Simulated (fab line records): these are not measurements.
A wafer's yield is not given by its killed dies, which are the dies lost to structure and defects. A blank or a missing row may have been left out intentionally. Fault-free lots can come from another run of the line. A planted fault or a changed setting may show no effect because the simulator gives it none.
Lot-split experiment + flow sky130 + route with 708 steps; 5 lots, 23 wafers read

ABOUT THE SPLIT
At SKY_METAL1_COAT_10 (resist thk 450 nm), the setting spin-rpm was moved away from the recipe's 3000 rpm on 7 of the 23 wafers read, by +2.1% to +7.0%. All remaining wafers had this setting at the recipe value.

FROM THE SPLIT TO THE READING: what the file shows between them, 6 steps
- SKY_METAL1_EXPOSE_12: exposes mask MM1, target cd 140 nm (also split here: dose-mj)
- SKY_METAL1_PEB_13
- SKY_METAL1_DEVELOP_14: develop time 60 s
- SKY_METAL1_CD_MEAS_15: target cd 140 nm
- SKY_METAL1_DESCUM_17: chemistry O2, time 8 s
- SKY_METAL1_ETCH_18: etches BARC in N2/H2, stops on SiO2, time 45.9 s, target depth 60 nm

THE READING
KrF-thick_of_METAL1_COAT_10.thk-nm (the simulator's own value, which no gauge read), in nm, at SKY_METAL1_METAL_ETCH_19 (etches the open film in Cl2/BCl3, stops on SiO2, target depth 360 nm, time 78 s). The file does not state a usual value for it. Here, 16 wafers ran the recipe; their average is 156.7 nm with a standard deviation of 4.4 nm.

| wafer  | tool, chamber at the split | spin-rpm as run, rpm | against the recipe | KrF-thick_of_METAL1_COAT_10.thk-nm, nm | against lot-mates on the recipe |
|--------|----------------------------|----------------------|--------------------|----------------------------------------|---------------------------------|
| L077.1 | litho-track-01, 0          | 3000                 | recipe             | 156.6                                  | -                               |
| L077.2 | litho-track-01, 0          | 3115                 | +3.8%              | 147.2                                  | -8.6                            |
| L077.3 | litho-track-01, 0          | 3115                 | +3.8%              | 147.5                                  | -8.3                            |
| L077.4 | litho-track-01, 0          | 3000                 | recipe             | 154.8                                  | -                               |
| L077.5 | litho-track-01, 0          | 3000                 | recipe             | 156.1                                  | -                               |
| L079.1 | litho-track-01, 0          | 3000                 | recipe             | 157.4                                  | -                               |
| L079.2 | litho-track-01, 0          | 3000                 | recipe             | 154.4                                  | -                               |
| L079.3 | litho-track-01, 0          | 3000                 | recipe             | 153.4                                  | -                               |
| L079.4 | litho-track-01, 0          | 3000                 | recipe             | 158.3                                  | -                               |
| L079.5 | litho-track-01, 0          | 3000                 | recipe             | 158                                    | -                               |
| L080.2 | litho-track-02, 0          | 3210                 | +7.0%              | 142.7                                  | -15.9                           |
| L080.3 | litho-track-02, 0          | 3000                 | recipe             | 166                                    | -                               |
| L080.4 | litho-track-02, 0          | 3000                 | recipe             | 154.7                                  | -                               |
| L080.5 | litho-track-02, 0          | 3210                 | +7.0%              | 146                                    | -12.6                           |
| L080.6 | litho-track-02, 0          | 3000                 | recipe             | 155                                    | -                               |
| L083.1 | litho-track-04, 0          | 3062                 | +2.1%              | 144.9                                  | -4.3                            |
| L083.3 | litho-track-04, 0          | 3062                 | +2.1%              | 147.4                                  | -1.8                            |
| L083.4 | litho-track-04, 0          | 3000                 | recipe             | 148.3                                  | -                               |
| L083.5 | litho-track-04, 0          | 3062                 | +2.1%              | 147.1                                  | -2.1                            |
| L083.6 | litho-track-04, 0          | 3000                 | recipe             | 150.1                                  | -                               |
| L085.1 | litho-track-04, 0          | 3000                 | recipe             | 161.4                                  | -                               |
| L085.2 | litho-track-04, 0          | 3000                 | recipe             | 159.4                                  | -                               |
| L085.4 | litho-track-04, 0          | 3000                 | recipe             | 163.8                                  | -                               |

THE FIT
A straight line over all 23 wafers: KrF-thick_of_METAL1_COAT_10.thk-nm changes by -2.06 nm for each +1% of spin-rpm; r = -0.72; the points scatter about the line by 4.5 nm.
The same after taking each lot's own level away (the mean of its wafers on the recipe; 23 wafers): -2.03 nm for each +1%; r = -0.88; scatter 2.5 nm.
According to that fit, moving spin-rpm by its largest amount changes the reading by 14 nm.
From 149.20 to 161.53 nm: that is the span of the lots' own levels, equal to 2.8 times the standard deviation above.
So the lot-to-lot level blurs the effect unless lot-mates are compared.
Check: for one of the wafers moved furthest among these (+7.0%), held out of the fit, the line's prediction against its lot-mates is -13.1 nm. It came out at -15.9 nm against them.

ADDITIONAL SPLITS CARRIED BY THESE WAFERS
These wafers also went through other splits before the reading. Each is held against what the fit with the lots' levels taken away leaves over:
| other split on the same wafers             | wafers away from the commonest value | r with KrF-thick_of_METAL1_COAT_10.thk-nm (lot level and that fit taken away) |
|--------------------------------------------|--------------------------------------|-------------------------------------------------------------------------------|
| SKY_LOCAL_INTERCONNECT_METAL_ETCH_14 icp-w | 4                                    | -0.24                                                                         |
| SKY_CONTACT_HDPCVD_02 sih4-flow-sccm       | 5                                    | +0.32                                                                         |
| SKY_CONTACT_COAT_09 resist-thk-nm          | 8                                    | -0.28                                                                         |
| SKY_CONTACT_CMP_27 t-overpolish-s          | 9                                    | -0.13                                                                         |
| SKY_METAL1_EXPOSE_12 dose-mj               | 8                                    | -0.29                                                                         |

THE WHOLE CHAIN: every reading that the file lists as answering this split, in the file's order
| step                     | what it does                                                                    | reading                                                                             | change (the file's fit)              | r (the file's) |
|--------------------------|---------------------------------------------------------------------------------|-------------------------------------------------------------------------------------|--------------------------------------|----------------|
| SKY_METAL1_COAT_10       | resist thk 450 nm                                                               | KrF-thick_of_METAL1_COAT_10.thk-nm (the simulator's own value, which no gauge read) | -2.2 nm for each +1% of the setting  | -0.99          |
| SKY_METAL1_METAL_ETCH_19 | etches the open film in Cl2/BCl3, stops on SiO2, target depth 360 nm, time 78 s | KrF-thick_of_METAL1_COAT_10.thk-nm (the simulator's own value, which no gauge read) | -2.02 nm for each +1% of the setting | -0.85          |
| SKY_METAL1_STRIP_20      | strips in O2/N2                                                                 | strip-time-to-endpoint-s                                                            | withheld for each +1% of the setting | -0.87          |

THE FILE'S OWN FIT
KrF-thick_of_METAL1_COAT_10.thk-nm changes by -2.02 nm for each +1% of spin-rpm, r = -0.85.
